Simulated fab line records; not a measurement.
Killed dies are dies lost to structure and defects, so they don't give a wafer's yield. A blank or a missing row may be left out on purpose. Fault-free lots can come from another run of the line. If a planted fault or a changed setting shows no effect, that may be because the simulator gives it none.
fab line records	flow sky130
[record] lots = 24	wafers = 72	lastDay = 50
route steps=708 shown FIELD_ISO@1 VIA2@530 METAL3@564 METAL4@599 VIA4@657 METAL5@661
lots untouched by any fault: they come from a run of this same line in which no faults occurred
startH: the number of hours between the record's first day and the start of the first shown wafer of the lot	waitH: how many hours have passed since the lot's step before this one	" repeats the value in the row above	L1.1+2: a row that stands for several wafers	- value missing, or start not given	* or withheld: withheld	< > ~ a bound
route shown NAME@n: names a module that has steps shown in the file, with the first one's number in the route	usual: the fault-free wafers' mean and standard deviation	same: alike in all rows	chamber/n: place in a boat	sites: the reading at each site	_std_site: their standard deviation	_edge_site: outer sites' mean less inner sites'	radiusMm: for every site, how far away it sits from the centre of the wafer	mask NAME#n: copy n	behind: the most recent tool/chamber to have shaped the wafer	hold: the reason the lot was held/the length of the hold in hours/how it ended	device: the n, p or np transistor that did not switch	end of line: tests run on the same wafers once the route is complete	a step with no rows: only its recipe	killed: dies that structure and defects cost at the first sort, which is not the same as the wafer's yield	map: the dies of a wafer, with x for killed, . for not killed, _ for no die there
set.NAME: the setting as run; set.NAME@STEP: as run at that earlier step	model.NAME: the simulator's own value behind a step, which no gauge read
steps of the route over a sample of lots; a table a step, a row a wafer
services: a tool's chamber out of use, with start hour (startH, from the record's first day; less than 0 if before it), hours out, and reason
[[steps]]
[step SKY_FIELD_ISO_BOW_MEAS_00]
[recipe] mode = bow
[usual] INCOMING_BOW = -1/6.7
lot.wafer	tool	chamber	startH	waitH	INCOMING_BOW[um]
L074.2	filmMetro-02	-	10.02	-	1
L074.5	"	-	"	"	10
L074.6	"	-	"	"	-3
L075.2	filmMetro-04	-	15.02	-	-3
L075.3	"	-	"	"	-2
L075.6	"	-	"	"	3
L076.1	filmMetro-01	-	20.00	-	1
L076.3	"	-	"	"	-3
L076.6	"	-	"	"	-10
L077.2	filmMetro-04	-	25.02	-	16
L077.4	"	-	"	"	3
L077.5	"	-	"	"	8
L078.1	filmMetro-04	-	30.00	-	-1
L078.2	"	-	"	"	7
L078.4	"	-	"	"	-2
L079.1	filmMetro-02	-	35.00	-	5
L079.2	"	-	"	"	5
L079.4	"	-	"	"	4
L080.1	filmMetro-02	-	40.00	-	10
L080.2	"	-	"	"	-5
L080.5	"	-	"	"	-3
L081.1	filmMetro-02	-	45.00	-	5
L081.3	"	-	"	"	8
L081.4	"	-	"	"	2
L082.1	filmMetro-02	-	50.00	-	0
L082.5	"	-	"	"	4
L082.6	"	-	"	"	-3
L083.2	filmMetro-02	-	55.02	-	5
L083.5	"	-	"	"	10
L083.6	"	-	"	"	-8
L084.1	filmMetro-01	-	60.00	-	-10
L084.4	"	-	"	"	-2
L084.5	"	-	"	"	15
L085.4	filmMetro-04	-	65.06	-	-1
L085.5	"	-	"	"	-5
L085.6	"	-	"	"	-4
L086.1	filmMetro-01	-	70.00	-	2
L086.3	"	-	"	"	0
L086.4	"	-	"	"	-4
L087.1	filmMetro-01	-	75.00	-	2
L087.3	"	-	"	"	-3
L087.4	"	-	"	"	-1
L088.3	filmMetro-01	-	80.04	-	5
L088.4	"	-	"	"	-9
L088.5	"	-	"	"	1
L089.2	filmMetro-01	-	85.02	-	1
L089.3	"	-	"	"	-2
L089.4	"	-	"	"	-1
L090.2	filmMetro-02	-	90.02	-	0
L090.3	"	-	"	"	-1
L090.4	"	-	"	"	9
L091.4	filmMetro-02	-	95.06	-	-7
L091.5	"	-	"	"	5
L091.6	"	-	"	"	-7
L092.3	filmMetro-04	-	100.04	-	-13
L092.4	"	-	"	"	-2
L092.6	"	-	"	"	-5
L093.3	filmMetro-04	-	105.04	-	-7
L093.4	"	-	"	"	0
L093.5	"	-	"	"	-8
L094.2	filmMetro-02	-	110.02	-	-15
L094.3	"	-	"	"	3
L094.6	"	-	"	"	0
L095.2	filmMetro-01	-	115.02	-	2
L095.3	"	-	"	"	5
L095.6	"	-	"	"	3
L096.4	filmMetro-04	-	120.06	-	-2
L096.5	"	-	"	"	5
L096.6	"	-	"	"	-1
L097.1	filmMetro-01	-	125.00	-	3
L097.3	"	-	"	"	-15
L097.4	"	-	"	"	3
[step SKY_VIA2_THK_MEAS_23]
[recipe] thkMeasGauge = xrf	reads = W_of_VIA2_CVD_21
[usual] VIA2_W_THK = 432/6
lot.wafer	tool	chamber	startH	waitH	VIA2_W_THK[nm]
L074.2	filmMetro-01	-	848.25	0.1	418
L074.5	"	-	"	"	420
L074.6	"	-	"	"	423
L075.2	filmMetro-01	-	856.59	0.1	422
L075.3	"	-	"	"	421
L075.6	"	-	"	"	421
L076.1	filmMetro-02	-	886.93	0.1	437
L076.3	"	-	"	"	429
L076.6	"	-	"	"	431
L077.2	filmMetro-04	-	889.06	0.1	438
L077.4	"	-	"	"	443
L077.5	"	-	"	"	443
L079.1	filmMetro-04	-	892.05	0.1	442
L079.2	"	-	"	"	441
L079.4	"	-	"	"	438
L078.1	filmMetro-04	-	892.70	0.1	432
L078.2	"	-	"	"	436
L078.4	"	-	"	"	437
L080.1	filmMetro-02	-	893.12	0.1	428
L080.2	"	-	"	"	427
L080.5	"	-	"	"	430
L081.1	filmMetro-01	-	897.62	0.1	434
L081.3	"	-	"	"	425
L081.4	"	-	"	"	437
L082.1	filmMetro-04	-	912.18	0.1	431
L082.5	"	-	"	"	429
L082.6	"	-	"	"	427
L083.2	filmMetro-02	-	916.29	0.1	437
L083.5	"	-	"	"	429
L083.6	"	-	"	"	434
L085.4	filmMetro-01	-	926.22	0.1	422
L085.5	"	-	"	"	430
L085.6	"	-	"	"	431
L084.1	filmMetro-01	-	926.60	0.1	424
L084.4	"	-	"	"	429
L084.5	"	-	"	"	434
L086.1	filmMetro-04	-	942.92	0.1	440
L086.3	"	-	"	"	435
L086.4	"	-	"	"	435
L089.2	filmMetro-02	-	970.60	0.1	439
L089.3	"	-	"	"	440
L089.4	"	-	"	"	437
L087.1	filmMetro-02	-	972.01	0.1	442
L087.3	"	-	"	"	437
L087.4	"	-	"	"	437
L088.3	filmMetro-04	-	972.18	0.1	429
L088.4	"	-	"	"	431
L088.5	"	-	"	"	431
L090.2	filmMetro-02	-	973.68	0.1	432
L090.3	"	-	"	"	434
L090.4	"	-	"	"	435
L091.4	filmMetro-02	-	975.45	0.1	438
L091.5	"	-	"	"	437
L091.6	"	-	"	"	433
L092.3	filmMetro-02	-	978.04	0.1	429
L092.4	"	-	"	"	431
L092.6	"	-	"	"	429
L093.3	filmMetro-01	-	979.49	0.1	432
L093.4	"	-	"	"	426
L093.5	"	-	"	"	426
L094.2	filmMetro-01	-	992.98	0.1	426
L094.3	"	-	"	"	424
L094.6	"	-	"	"	422
L095.2	filmMetro-02	-	997.88	0.1	435
L095.3	"	-	"	"	439
L095.6	"	-	"	"	434
L096.4	filmMetro-02	-	1002.39	0.1	437
L096.5	"	-	"	"	441
L096.6	"	-	"	"	435
L097.1	filmMetro-04	-	1004.56	0.1	430
L097.3	"	-	"	"	439
L097.4	"	-	"	"	431
[step SKY_METAL3_OVL_MEAS_14]
[usual] METAL3_OVL = -1/5.2
lot.wafer	tool	chamber	startH	waitH	METAL3_OVL[nm]
L074.2	overlay-01	-	901.14	0.1	7
L074.5	"	-	"	"	5
L074.6	"	-	"	"	9
L075.2	overlay-02	-	909.73	0.1	4
L075.3	"	-	"	"	2
L075.6	"	-	"	"	4
L076.1	overlay-02	-	937.68	0.1	-12
L076.3	"	-	"	"	-6
L076.6	"	-	"	"	-4
L077.2	overlay-02	-	938.52	0.1	-2
L077.4	"	-	"	"	-7
L077.5	"	-	"	"	4
L079.1	overlay-02	-	942.22	0.1	3
L079.2	"	-	"	"	7
L079.4	"	-	"	"	2
L078.1	overlay-01	-	943.36	0.1	4
L078.2	"	-	"	"	-2
L078.4	"	-	"	"	-6
L080.1	overlay-01	-	943.66	0.1	6
L080.2	"	-	"	"	0
L080.5	"	-	"	"	6
L081.1	overlay-02	-	947.62	0.1	2
L081.3	"	-	"	"	-5
L081.4	"	-	"	"	-1
L082.1	overlay-02	-	966.52	0.1	12
L082.5	"	-	"	"	10
L082.6	"	-	"	"	4
L083.2	overlay-01	-	967.74	0.1	-6
L083.5	"	-	"	"	-10
L083.6	"	-	"	"	-14
L085.4	overlay-01	-	976.64	0.1	-2
L085.5	"	-	"	"	-2
L085.6	"	-	"	"	-8
L084.1	overlay-02	-	977.23	0.1	-4
L084.4	"	-	"	"	5
L084.5	"	-	"	"	-2
L086.1	overlay-02	-	991.63	0.1	-4
L086.3	"	-	"	"	-5
L086.4	"	-	"	"	-4
L089.2	overlay-01	-	1017.88	0.1	6
L089.3	"	-	"	"	-1
L089.4	"	-	"	"	-1
L087.1	overlay-01	-	1019.33	0.1	8
L087.3	"	-	"	"	11
L087.4	"	-	"	"	7
L088.3	overlay-01	-	1019.68	0.1	3
L088.4	"	-	"	"	-4
L088.5	"	-	"	"	-2
L090.2	overlay-01	-	1020.03	0.1	-3
L090.3	"	-	"	"	2
L090.4	"	-	"	"	2
L091.4	overlay-01	-	1021.39	0.1	-7
L091.5	"	-	"	"	-6
L091.6	"	-	"	"	-3
L092.3	overlay-02	-	1024.29	0.1	-6
L092.4	"	-	"	"	0
L092.6	"	-	"	"	-1
L093.3	overlay-01	-	1025.27	0.1	-14
L093.4	"	-	"	"	-4
L093.5	"	-	"	"	-9
L094.2	overlay-02	-	1038.67	0.1	-4
L094.3	"	-	"	"	-5
L094.6	"	-	"	"	-4
L095.2	overlay-02	-	1044.17	0.1	-2
L095.3	"	-	"	"	-2
L095.6	"	-	"	"	0
L096.4	overlay-01	-	1048.48	0.1	8
L096.5	"	-	"	"	-1
L096.6	"	-	"	"	3
L097.1	overlay-02	-	1050.47	0.1	-2
L097.3	"	-	"	"	-3
L097.4	"	-	"	"	-5
[step SKY_METAL4_SPUTTER_01]
[recipe] material = TiN	targetThkNm = 20	powerW = 6500	timeS = 16.7	chamberPressurePa = 0.4
[usual] throttleValvePct = 30.4/0.9
lot.wafer	tool	chamber	startH	waitH	throttleValvePct
L074.2	pvdSputter-03	-	927.26	0.0	30.3
L074.5	"	-	"	"	30.4
L074.6	"	-	"	"	30.4
L075.2	pvdSputter-04	-	937.35	0.0	30.2
L075.3	"	-	"	"	29.0
L075.6	"	-	"	"	29.2
L076.1	pvdSputter-02	-	964.70	0.0	31.7
L076.3	"	-	"	"	29.2
L076.6	"	-	"	"	30.5
L077.2	pvdSputter-03	-	965.85	0.0	30.1
L077.4	"	-	"	"	32.3
L077.5	"	-	"	"	30.3
L079.1	pvdSputter-04	-	969.97	0.0	29.0
L079.2	"	-	"	"	29.2
L079.4	"	-	"	"	29.9
L078.1	pvdSputter-02	-	971.94	0.0	31.6
L078.2	"	-	"	"	31.4
L078.4	"	-	"	"	30.7
L080.1	pvdSputter-03	-	972.13	0.0	30.0
L080.2	"	-	"	"	32.0
L080.5	"	-	"	"	30.0
L081.1	pvdSputter-04	-	975.39	0.0	29.0
L081.3	"	-	"	"	29.6
L081.4	"	-	"	"	29.9
L082.1	pvdSputter-03	-	992.46	0.0	30.5
L082.5	"	-	"	"	30.8
L082.6	"	-	"	"	32.2
L083.2	pvdSputter-02	-	994.35	0.0	32.0
L083.5	"	-	"	"	31.8
L083.6	"	-	"	"	29.6
L085.4	pvdSputter-03	-	1003.04	0.0	30.6
L085.5	"	-	"	"	29.6
L085.6	"	-	"	"	30.4
L084.1	pvdSputter-03	-	1003.65	0.0	30.5
L084.4	"	-	"	"	30.4
L084.5	"	-	"	"	30.5
L086.1	pvdSputter-04	-	1017.30	0.0	30.2
L086.3	"	-	"	"	29.4
L086.4	"	-	"	"	29.2
L089.2	pvdSputter-03	-	1042.52	0.0	30.1
L089.3	"	-	"	"	30.6
L089.4	"	-	"	"	32.3
L087.1	pvdSputter-02	-	1045.90	0.0	29.5
L087.3	"	-	"	"	30.4
L087.4	"	-	"	"	31.2
L088.3	pvdSputter-03	-	1046.03	0.0	29.6
L088.4	"	-	"	"	30.4
L088.5	"	-	"	"	30.1
L090.2	pvdSputter-02	-	1046.20	0.0	30.8
L090.3	"	-	"	"	29.7
L090.4	"	-	"	"	31.4
L091.4	pvdSputter-03	-	1047.42	0.0	30.4
L091.5	"	-	"	"	30.5
L091.6	"	-	"	"	32.0
L092.3	pvdSputter-03	-	1050.40	0.0	31.9
L092.4	"	-	"	"	30.5
L092.6	"	-	"	"	29.7
L093.3	pvdSputter-03	-	1051.57	0.0	32.0
L093.4	"	-	"	"	30.4
L093.5	"	-	"	"	29.9
L094.2	pvdSputter-02	-	1062.93	0.0	31.6
L094.3	"	-	"	"	30.8
L094.6	"	-	"	"	31.7
L095.2	pvdSputter-04	-	1068.38	0.0	30.0
L095.3	"	-	"	"	29.2
L095.6	"	-	"	"	29.3
L096.4	pvdSputter-02	-	1072.25	0.0	31.1
L096.5	"	-	"	"	31.7
L096.6	"	-	"	"	29.6
L097.1	pvdSputter-02	-	1074.69	0.0	31.9
L097.3	"	-	"	"	31.3
L097.4	"	-	"	"	29.3
[step SKY_VIA4_CVD_18]
[recipe] material = W	targetThkNm = 505	timeS = 152.14	tempC = 400	pressureTorr = 40
[usual] heaterPowerW = 840/51
lot.wafer	tool	chamber	startH	waitH	heaterPowerW
L074.2	cvdW-01	1	1002.25	0.0	800
L074.5	"	0	"	"	787
L074.6	"	1	"	"	789
L075.2	cvdW-02	0	1011.74	0.0	899
L075.3	"	1	"	"	882
L075.6	"	0	"	"	889
L076.1	cvdW-02	1	1036.10	0.0	871
L076.3	"	1	"	"	866
L076.6	"	1	"	"	882
L077.2	cvdW-01	1	1036.92	0.0	805
L077.4	"	1	"	"	813
L077.5	"	1	"	"	800
L079.1	cvdW-01	0	1041.42	0.0	796
L079.2	"	1	"	"	792
L079.4	"	1	"	"	790
L078.1	cvdW-01	0	1042.15	0.0	798
L078.2	"	1	"	"	800
L078.4	"	0	"	"	796
L080.1	cvdW-02	0	1044.52	0.0	894
L080.2	"	1	"	"	871
L080.5	"	1	"	"	881
L081.1	cvdW-01	0	1046.25	0.0	784
L081.3	"	0	"	"	774
L081.4	"	1	"	"	777
L082.1	cvdW-02	1	1060.40	0.0	846
L082.5	"	1	"	"	887
L082.6	"	0	"	"	896
L083.2	cvdW-01	1	1063.76	0.0	809
L083.5	"	0	"	"	787
L083.6	"	1	"	"	790
L085.4	cvdW-02	1	1070.70	0.1	865
L085.5	"	0	"	"	891
L085.6	"	1	"	"	873
L084.1	cvdW-02	1	1072.10	0.0	886
L084.4	"	0	"	"	928
L084.5	"	1	"	"	879
L086.1	cvdW-02	0	1083.76	0.0	890
L086.3	"	0	"	"	895
L086.4	"	1	"	"	883
L089.2	cvdW-01	1	1110.46	0.0	800
L089.3	"	1	"	"	802
L089.4	"	0	"	"	779
L087.1	cvdW-01	0	1112.61	0.0	797
L087.3	"	1	"	"	805
L087.4	"	0	"	"	768
L088.3	cvdW-01	0	1113.44	0.1	799
L088.4	"	1	"	"	794
L088.5	"	1	"	"	782
L090.2	cvdW-02	0	1113.96	0.0	899
L090.3	"	0	"	"	889
L090.4	"	1	"	"	888
L091.4	cvdW-02	1	1114.49	0.1	867
L091.5	"	0	"	"	915
L091.6	"	1	"	"	859
L093.3	cvdW-02	1	1116.02	0.1	854
L093.4	"	0	"	"	923
L093.5	"	1	"	"	885
L092.3	cvdW-01	0	1116.11	0.1	772
L092.4	"	1	"	"	788
L092.6	"	1	"	"	790
L094.2	cvdW-02	1	1125.62	0.0	864
L094.3	"	1	"	"	863
L094.6	"	1	"	"	874
L095.2	cvdW-02	0	1131.30	0.0	891
L095.3	"	1	"	"	861
L095.6	"	0	"	"	894
L096.4	cvdW-01	0	1136.46	0.1	787
L096.5	"	1	"	"	825
L096.6	"	0	"	"	769
L097.1	cvdW-01	0	1138.12	0.0	790
L097.3	"	1	"	"	808
L097.4	"	0	"	"	788
[step SKY_METAL5_SPUTTER_00]
[recipe] material = Ti	targetThkNm = 15	powerW = 3000	timeS = 10	chamberPressurePa = 0.4
[usual] throttleValvePct = 30.0/0.93
lot.wafer	tool	chamber	startH	waitH	throttleValvePct
L074.2	pvdSputter-04	-	1002.89	0.2	29.8
L074.5	"	-	"	"	30.3
L074.6	"	-	"	"	29.2
L075.2	pvdSputter-02	-	1012.37	0.2	30.5
L075.3	"	-	"	"	31.6
L075.6	"	-	"	"	29.5
L076.1	pvdSputter-04	-	1036.74	0.2	30.4
L076.3	"	-	"	"	29.2
L076.6	"	-	"	"	30.2
L077.2	pvdSputter-02	-	1037.85	0.2	29.5
L077.4	"	-	"	"	30.5
L077.5	"	-	"	"	30.5
L079.1	pvdSputter-04	-	1042.11	0.2	30.1
L079.2	"	-	"	"	29.5
L079.4	"	-	"	"	29.8
L078.1	pvdSputter-02	-	1042.80	0.2	30.6
L078.2	"	-	"	"	31.7
L078.4	"	-	"	"	30.8
L080.1	pvdSputter-01	-	1045.21	0.3	29.9
L080.2	"	-	"	"	29.0
L080.5	"	-	"	"	31.0
L081.1	pvdSputter-01	-	1046.89	0.1	31.5
L081.3	"	-	"	"	30.0
L081.4	"	-	"	"	29.0
L082.1	pvdSputter-04	-	1061.04	0.2	29.7
L082.5	"	-	"	"	29.9
L082.6	"	-	"	"	29.3
L083.2	pvdSputter-04	-	1064.40	0.2	29.5
L083.5	"	-	"	"	29.4
L083.6	"	-	"	"	29.8
L085.4	pvdSputter-01	-	1071.39	0.2	29.1
L085.5	"	-	"	"	31.1
L085.6	"	-	"	"	29.9
L084.1	pvdSputter-02	-	1072.74	0.2	30.5
L084.4	"	-	"	"	31.1
L084.5	"	-	"	"	29.8
L086.1	pvdSputter-02	-	1084.77	0.1	30.5
L086.3	"	-	"	"	32.1
L086.4	"	-	"	"	31.1
L089.2	pvdSputter-01	-	1111.85	0.1	30.0
L089.3	"	-	"	"	28.8
L089.4	"	-	"	"	31.5
L087.1	pvdSputter-01	-	1113.35	0.2	31.2
L087.3	"	-	"	"	28.6
L087.4	"	-	"	"	29.8
L088.3	pvdSputter-01	-	1114.25	0.1	31.5
L088.4	"	-	"	"	29.3
L088.5	"	-	"	"	28.9
L090.2	pvdSputter-01	-	1114.85	0.1	29.9
L090.3	"	-	"	"	29.0
L090.4	"	-	"	"	29.0
L091.4	pvdSputter-04	-	1115.75	0.1	29.5
L091.5	"	-	"	"	29.3
L091.6	"	-	"	"	29.1
L093.3	pvdSputter-01	-	1117.04	0.2	29.3
L093.4	"	-	"	"	28.8
L093.5	"	-	"	"	28.7
L092.3	pvdSputter-01	-	1117.25	0.1	31.0
L092.4	"	-	"	"	29.9
L092.6	"	-	"	"	28.9
L094.2	pvdSputter-02	-	1126.25	0.1	31.7
L094.3	"	-	"	"	29.4
L094.6	"	-	"	"	31.1
L095.2	pvdSputter-02	-	1131.94	0.1	29.8
L095.3	"	-	"	"	31.8
L095.6	"	-	"	"	29.7
L096.4	pvdSputter-04	-	1137.32	0.2	29.8
L096.5	"	-	"	"	30.5
L096.6	"	-	"	"	29.8
L097.1	pvdSputter-01	-	1138.75	0.2	28.5
L097.3	"	-	"	"	29.9
L097.4	"	-	"	"	29.1
[[services]]
tool	chamber	startH	hours	kind
cvdW-01	-	904.00	14.0	pm
cvdW-01	0	904.00	14.0	ventCycle
cvdW-01	1	904.00	14.0	ventCycle
pvdSputter-02	1	904.35	-	consumableReplace:kit
pvdSputter-02	1	904.35	18.0	scheduledDown
pvdSputter-02	1	904.35	18.0	ventCycle
pvdSputter-04	-	905.74	6.3	repair
pvdSputter-02	-	905.93	6.7	repair
pvdSputter-02	-	907.84	5.2	repair
pvdSputter-02	-	914.69	4.2	repair
cvdW-01	0	918.00	-	clean
pvdSputter-01	-	946.54	2.2	repair
cvdW-02	-	951.08	2.8	pm
cvdW-01	-	973.44	0.3	repair
pvdSputter-02	-	980.54	13.6	repair
pvdSputter-04	-	1044.59	3.3	repair
pvdSputter-02	0	1048.99	-	consumableReplace:kit
pvdSputter-02	0	1048.99	18.0	scheduledDown
pvdSputter-02	0	1048.99	18.0	ventCycle
pvdSputter-02	-	1053.78	0.6	repair
pvdSputter-04	-	1079.99	20.8	repair
pvdSputter-02	-	1116.55	8.4	repair
cvdW-01	-	1130.37	6.0	pm
pvdSputter-02	-	1137.56	0.7	repair
[[key]]
fault none
